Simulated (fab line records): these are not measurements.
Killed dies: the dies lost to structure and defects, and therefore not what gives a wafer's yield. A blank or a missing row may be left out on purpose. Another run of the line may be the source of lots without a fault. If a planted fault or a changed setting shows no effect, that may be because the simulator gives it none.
fab line records || flow sky130
[record] {"lots": 14, "wafers": 42, "last_day": 49}
route steps=708 shown FIELD_ISO@16
lots untouched by any fault: they come from a run of this same line in which no faults occurred
start_h: hours from the record's opening day to when the first of the lot's shown wafers began || wait_h: time in hours since the lot's previous step || " identical to the entry in the row above || L1.1+2: several wafers, shown together as one row || - no value, or no start given || * or withheld: withheld || < > ~ a bound
route shown NAME@n: a module of which the file shows steps, and the number in the route of the first || usual: the fault-free wafers' mean and standard deviation || same: alike in all rows || chamber/n: place in a boat || sites: readings site by site || _std_site: standard deviation of those values || _edge_site: the outer-site mean with the inner-site mean subtracted || radius_mm: how far each site lies from the wafer's centre || mask NAME#n: copy n || behind: the tool/chamber that last shaped the wafer || hold: why the lot went on hold/how many hours it stayed there/how the hold came to an end || device: names the non-switching transistor (n, p or np) || end of line: at the end of the route, the tests of the same wafers || a step with no rows: only its recipe || killed: at the first sort, the dies lost to defects and structure; wafer yield is something else || map: shows each die of a wafer: x if killed, . if not, _ if none is there
set.NAME: the setting the step ran with; set.NAME@STEP: the setting that earlier step ran with || model.NAME: the simulator's own value behind a step, which no gauge read
one table for each step of the route and one row for each wafer, over a sample of lots
services: the hour from which a tool's chamber was out of use, counted from the record's first day as start_h (under 0 if before that day), plus the number of hours and why
[[steps]]
[step SKY_FIELD_ISO_ETCH_15]
[recipe] {"chemistry": "CHF3/O2", "target_depth_nm": 180, "stop_on": "Si", "source_w": 593.4, "bias_w": 200, "pressure_mtorr": 40, "chf3_flow_sccm": 50, "O2_flow_sccm": 5, "time_s": 72}
[usual] {"bias_w": "199.9/0.6", "drypump_motor_current_A": "5.6/0.4", "oes_product_au": "0.945/0.0065", "throttle_valve_pct": "8.844/0.009"}
[same] {"time_s": 72}
{"lot.wafer": "L378.2", "tool": "rie_diel-02", "chamber": 3, "start_h": 38.10, "wait_h": 0.0, "bias_w": 199.5, "drypump_motor_current_A": 5.3, "oes_product_au": 0.944, "rf_hours_counter_h": 163, "throttle_valve_pct": 8.859}
{"lot.wafer": "L378.3", "tool": "rie_diel-02", "chamber": 2, "start_h": 38.10, "wait_h": 0.0, "bias_w": 199.4, "drypump_motor_current_A": 5.6, "oes_product_au": 0.946, "rf_hours_counter_h": 2, "throttle_valve_pct": 8.846}
{"lot.wafer": "L378.6", "tool": "rie_diel-02", "chamber": 0, "start_h": 38.10, "wait_h": 0.0, "bias_w": 199.7, "drypump_motor_current_A": 5.2, "oes_product_au": 0.941, "rf_hours_counter_h": "-", "throttle_valve_pct": 8.837}
{"lot.wafer": "L379.2", "tool": "rie_diel-02", "chamber": 2, "start_h": 45.20, "wait_h": 0.0, "bias_w": 199.7, "drypump_motor_current_A": 5.6, "oes_product_au": 0.938, "rf_hours_counter_h": 2, "throttle_valve_pct": 8.836}
{"lot.wafer": "L379.5", "tool": "rie_diel-02", "chamber": 0, "start_h": 45.20, "wait_h": 0.0, "bias_w": 200.3, "drypump_motor_current_A": 5.2, "oes_product_au": 0.959, "rf_hours_counter_h": "-", "throttle_valve_pct": 8.846}
{"lot.wafer": "L379.6", "tool": "rie_diel-02", "chamber": 1, "start_h": 45.20, "wait_h": 0.0, "bias_w": 200.8, "drypump_motor_current_A": 5.8, "oes_product_au": 0.956, "rf_hours_counter_h": "-", "throttle_valve_pct": 8.841}
{"lot.wafer": "L380.1", "tool": "rie_diel-02", "chamber": 3, "start_h": 50.85, "wait_h": 0.0, "bias_w": 201.1, "drypump_motor_current_A": 5.3, "oes_product_au": 0.949, "rf_hours_counter_h": 163, "throttle_valve_pct": 8.836}
{"lot.wafer": "L380.2", "tool": "rie_diel-02", "chamber": 1, "start_h": 50.85, "wait_h": 0.0, "bias_w": 200.8, "drypump_motor_current_A": 5.8, "oes_product_au": 0.948, "rf_hours_counter_h": 31, "throttle_valve_pct": 8.835}
{"lot.wafer": "L380.3", "tool": "rie_diel-02", "chamber": 0, "start_h": 50.85, "wait_h": 0.0, "bias_w": 199.8, "drypump_motor_current_A": 5.2, "oes_product_au": 0.946, "rf_hours_counter_h": 111, "throttle_valve_pct": 8.841}
{"lot.wafer": "L381.1", "tool": "rie_diel-01", "chamber": 0, "start_h": 54.50, "wait_h": 0.0, "bias_w": 199.4, "drypump_motor_current_A": 5.7, "oes_product_au": 0.944, "rf_hours_counter_h": 14, "throttle_valve_pct": 8.842}
{"lot.wafer": "L381.3", "tool": "rie_diel-01", "chamber": 1, "start_h": 54.50, "wait_h": 0.0, "bias_w": 199.3, "drypump_motor_current_A": 6.2, "oes_product_au": 0.942, "rf_hours_counter_h": 43, "throttle_valve_pct": 8.841}
{"lot.wafer": "L381.4", "tool": "rie_diel-01", "chamber": 2, "start_h": 54.50, "wait_h": 0.0, "bias_w": 199.3, "drypump_motor_current_A": 4.9, "oes_product_au": 0.938, "rf_hours_counter_h": 1, "throttle_valve_pct": 8.844}
{"lot.wafer": "L382.4", "tool": "rie_diel-04", "chamber": 1, "start_h": 59.40, "wait_h": 0.0, "bias_w": 199.0, "drypump_motor_current_A": 6.0, "oes_product_au": 0.937, "rf_hours_counter_h": 76, "throttle_valve_pct": 8.857}
{"lot.wafer": "L382.5", "tool": "rie_diel-04", "chamber": 0, "start_h": 59.40, "wait_h": 0.0, "bias_w": 198.9, "drypump_motor_current_A": 5.7, "oes_product_au": 0.939, "rf_hours_counter_h": "-", "throttle_valve_pct": 8.851}
{"lot.wafer": "L382.6", "tool": "rie_diel-04", "chamber": 3, "start_h": 59.40, "wait_h": 0.0, "bias_w": 200.4, "drypump_motor_current_A": 6.0, "oes_product_au": 0.948, "rf_hours_counter_h": "-", "throttle_valve_pct": 8.861}
{"lot.wafer": "L383.1", "tool": "rie_diel-02", "chamber": 3, "start_h": 66.85, "wait_h": 0.0, "bias_w": 200.5, "drypump_motor_current_A": 5.3, "oes_product_au": 0.952, "rf_hours_counter_h": 163, "throttle_valve_pct": 8.857}
{"lot.wafer": "L383.2", "tool": "rie_diel-02", "chamber": 2, "start_h": 66.85, "wait_h": 0.0, "bias_w": 200.4, "drypump_motor_current_A": 5.6, "oes_product_au": 0.952, "rf_hours_counter_h": 2, "throttle_valve_pct": 8.849}
{"lot.wafer": "L383.3", "tool": "rie_diel-02", "chamber": 0, "start_h": 66.85, "wait_h": 0.0, "bias_w": 199.5, "drypump_motor_current_A": 5.2, "oes_product_au": 0.949, "rf_hours_counter_h": 111, "throttle_valve_pct": 8.842}
{"lot.wafer": "L384.1", "tool": "rie_diel-02", "chamber": 3, "start_h": 71.35, "wait_h": 0.0, "bias_w": 199.2, "drypump_motor_current_A": 5.3, "oes_product_au": 0.938, "rf_hours_counter_h": 164, "throttle_valve_pct": 8.839}
{"lot.wafer": "L384.3", "tool": "rie_diel-02", "chamber": 2, "start_h": 71.35, "wait_h": 0.0, "bias_w": 200.4, "drypump_motor_current_A": 5.6, "oes_product_au": 0.944, "rf_hours_counter_h": 2, "throttle_valve_pct": 8.839}
{"lot.wafer": "L384.6", "tool": "rie_diel-02", "chamber": 0, "start_h": 71.35, "wait_h": 0.0, "bias_w": 199.8, "drypump_motor_current_A": 5.2, "oes_product_au": 0.950, "rf_hours_counter_h": "-", "throttle_valve_pct": 8.857}
{"lot.wafer": "L385.2", "tool": "rie_diel-01", "chamber": 1, "start_h": 76.65, "wait_h": 0.0, "bias_w": 200.3, "drypump_motor_current_A": 6.2, "oes_product_au": 0.934, "rf_hours_counter_h": 43, "throttle_valve_pct": 8.845}
{"lot.wafer": "L385.4", "tool": "rie_diel-01", "chamber": 2, "start_h": 76.65, "wait_h": 0.0, "bias_w": 200.2, "drypump_motor_current_A": 4.9, "oes_product_au": 0.938, "rf_hours_counter_h": 1, "throttle_valve_pct": 8.850}
{"lot.wafer": "L385.6", "tool": "rie_diel-01", "chamber": 0, "start_h": 76.65, "wait_h": 0.0, "bias_w": 200.4, "drypump_motor_current_A": 5.7, "oes_product_au": 0.933, "rf_hours_counter_h": "-", "throttle_valve_pct": 8.847}
{"lot.wafer": "L386.1", "tool": "rie_diel-02", "chamber": 0, "start_h": 82.80, "wait_h": 0.0, "bias_w": 199.7, "drypump_motor_current_A": 5.2, "oes_product_au": 0.941, "rf_hours_counter_h": 111, "throttle_valve_pct": 8.837}
{"lot.wafer": "L386.5", "tool": "rie_diel-02", "chamber": 1, "start_h": 82.80, "wait_h": 0.0, "bias_w": 199.6, "drypump_motor_current_A": 5.8, "oes_product_au": 0.942, "rf_hours_counter_h": "-", "throttle_valve_pct": 8.849}
{"lot.wafer": "L386.6", "tool": "rie_diel-02", "chamber": 0, "start_h": 82.80, "wait_h": 0.0, "bias_w": 199.2, "drypump_motor_current_A": 5.2, "oes_product_au": 0.948, "rf_hours_counter_h": "-", "throttle_valve_pct": 8.849}
{"lot.wafer": "L387.1", "tool": "rie_diel-04", "chamber": 1, "start_h": 87.55, "wait_h": 0.0, "bias_w": 199.7, "drypump_motor_current_A": 6.0, "oes_product_au": 0.933, "rf_hours_counter_h": 76, "throttle_valve_pct": 8.844}
{"lot.wafer": "L387.4", "tool": "rie_diel-04", "chamber": 2, "start_h": 87.55, "wait_h": 0.0, "bias_w": 200.1, "drypump_motor_current_A": 6.4, "oes_product_au": 0.936, "rf_hours_counter_h": 25, "throttle_valve_pct": 8.864}
{"lot.wafer": "L387.6", "tool": "rie_diel-04", "chamber": 2, "start_h": 87.55, "wait_h": 0.0, "bias_w": 201.4, "drypump_motor_current_A": 6.4, "oes_product_au": 0.932, "rf_hours_counter_h": "-", "throttle_valve_pct": 8.851}
{"lot.wafer": "L389.1", "tool": "rie_diel-02", "chamber": 2, "start_h": 96.40, "wait_h": 0.0, "bias_w": 200.0, "drypump_motor_current_A": 5.5, "oes_product_au": 0.943, "rf_hours_counter_h": 3, "throttle_valve_pct": 8.847}
{"lot.wafer": "L389.2", "tool": "rie_diel-02", "chamber": 1, "start_h": 96.40, "wait_h": 0.0, "bias_w": 199.9, "drypump_motor_current_A": 5.8, "oes_product_au": 0.939, "rf_hours_counter_h": 32, "throttle_valve_pct": 8.849}
{"lot.wafer": "L389.5", "tool": "rie_diel-02", "chamber": 1, "start_h": 96.40, "wait_h": 0.0, "bias_w": 200.3, "drypump_motor_current_A": 5.8, "oes_product_au": 0.939, "rf_hours_counter_h": "-", "throttle_valve_pct": 8.851}
{"lot.wafer": "L390.1", "tool": "rie_diel-04", "chamber": 0, "start_h": 103.05, "wait_h": 0.0, "bias_w": 199.3, "drypump_motor_current_A": 5.7, "oes_product_au": 0.944, "rf_hours_counter_h": 112, "throttle_valve_pct": 8.855}
{"lot.wafer": "L390.3", "tool": "rie_diel-04", "chamber": 3, "start_h": 103.05, "wait_h": 0.0, "bias_w": 200.7, "drypump_motor_current_A": 6.0, "oes_product_au": 0.937, "rf_hours_counter_h": 40, "throttle_valve_pct": 8.860}
{"lot.wafer": "L390.6", "tool": "rie_diel-04", "chamber": 1, "start_h": 103.05, "wait_h": 0.0, "bias_w": 200.1, "drypump_motor_current_A": 6.0, "oes_product_au": 0.934, "rf_hours_counter_h": "-", "throttle_valve_pct": 8.843}
{"lot.wafer": "L394.1", "tool": "rie_diel-02", "chamber": 3, "start_h": 122.60, "wait_h": 0.0, "bias_w": 199.9, "drypump_motor_current_A": 5.3, "oes_product_au": 0.949, "rf_hours_counter_h": 0, "throttle_valve_pct": 8.832}
{"lot.wafer": "L394.2", "tool": "rie_diel-02", "chamber": 0, "start_h": 122.60, "wait_h": 0.0, "bias_w": 174.1, "drypump_motor_current_A": 5.2, "oes_product_au": 0.957, "rf_hours_counter_h": 112, "throttle_valve_pct": 8.839}
{"lot.wafer": "L394.4", "tool": "rie_diel-02", "chamber": 1, "start_h": 122.60, "wait_h": 0.0, "bias_w": 200.4, "drypump_motor_current_A": 5.8, "oes_product_au": 0.954, "rf_hours_counter_h": 32, "throttle_valve_pct": 8.840}
{"lot.wafer": "L395.1", "tool": "rie_diel-02", "chamber": 2, "start_h": 129.75, "wait_h": 0.0, "bias_w": 200.2, "drypump_motor_current_A": 5.6, "oes_product_au": 0.949, "rf_hours_counter_h": 3, "throttle_valve_pct": 8.852}
{"lot.wafer": "L395.5", "tool": "rie_diel-02", "chamber": 0, "start_h": 129.75, "wait_h": 0.0, "bias_w": 172.3, "drypump_motor_current_A": 5.2, "oes_product_au": 0.946, "rf_hours_counter_h": "-", "throttle_valve_pct": 8.833}
{"lot.wafer": "L395.6", "tool": "rie_diel-02", "chamber": 1, "start_h": 129.75, "wait_h": 0.0, "bias_w": 199.8, "drypump_motor_current_A": 5.8, "oes_product_au": 0.947, "rf_hours_counter_h": "-", "throttle_valve_pct": 8.841}
[[services]]
{"tool": "rie_diel-01", "chamber": 3, "start_h": 33.68, "hours": 1.8, "kind": "repair"}
{"tool": "rie_diel-02", "chamber": 3, "start_h": 92.06, "hours": "-", "kind": "clean"}
{"tool": "rie_diel-02", "chamber": 3, "start_h": 92.06, "hours": 15.0, "kind": "scheduled_down"}
{"tool": "rie_diel-02", "chamber": 3, "start_h": 92.06, "hours": 15.0, "kind": "vent_cycle"}
{"tool": "rie_diel-01", "chamber": 0, "start_h": 110.05, "hours": 7.0, "kind": "repair"}
{"tool": "rie_diel-02", "chamber": 3, "start_h": 113.46, "hours": 7.2, "kind": "repair"}
{"tool": "rie_diel-01", "chamber": 3, "start_h": 127.07, "hours": "-", "kind": "clean"}
{"tool": "rie_diel-01", "chamber": 3, "start_h": 127.07, "hours": 17.4, "kind": "scheduled_down"}
{"tool": "rie_diel-01", "chamber": 3, "start_h": 127.07, "hours": 17.4, "kind": "vent_cycle"}
[[key]]
[first_sign] {"step": "SKY_FIELD_ISO_ETCH_15", "reading": "bias_w", "direction": "down", "sigmas": 44, "usual": 199.9, "struck": 173.2}
effect none on later readings
met_at SKY_FIELD_ISO_ETCH_15
struck_lots L394,L395
struck_wafers L394.2,L395.5
tester_left_out L394,L395
onset_between 82.80 122.60
[fault] {"kind": "process_parameter_drift", "tool": "rie_diel-02", "chamber": 0, "onset_h": 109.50, "steps": "SKY_FIELD_ISO_ETCH_15", "channel": "bias_w", "offset": -26.644, "shape": "step", "end_h": 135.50, "acts_in": "these_recipes_only", "stated": 200}
// tester_left_out: of these lots the tester's yield and bins aren't shown, on N5 and GAA mostly nor the transistor test; their killed dies are dies lost to structure and defects alone, not to doping, threshold or leakage, so they don't give the yield
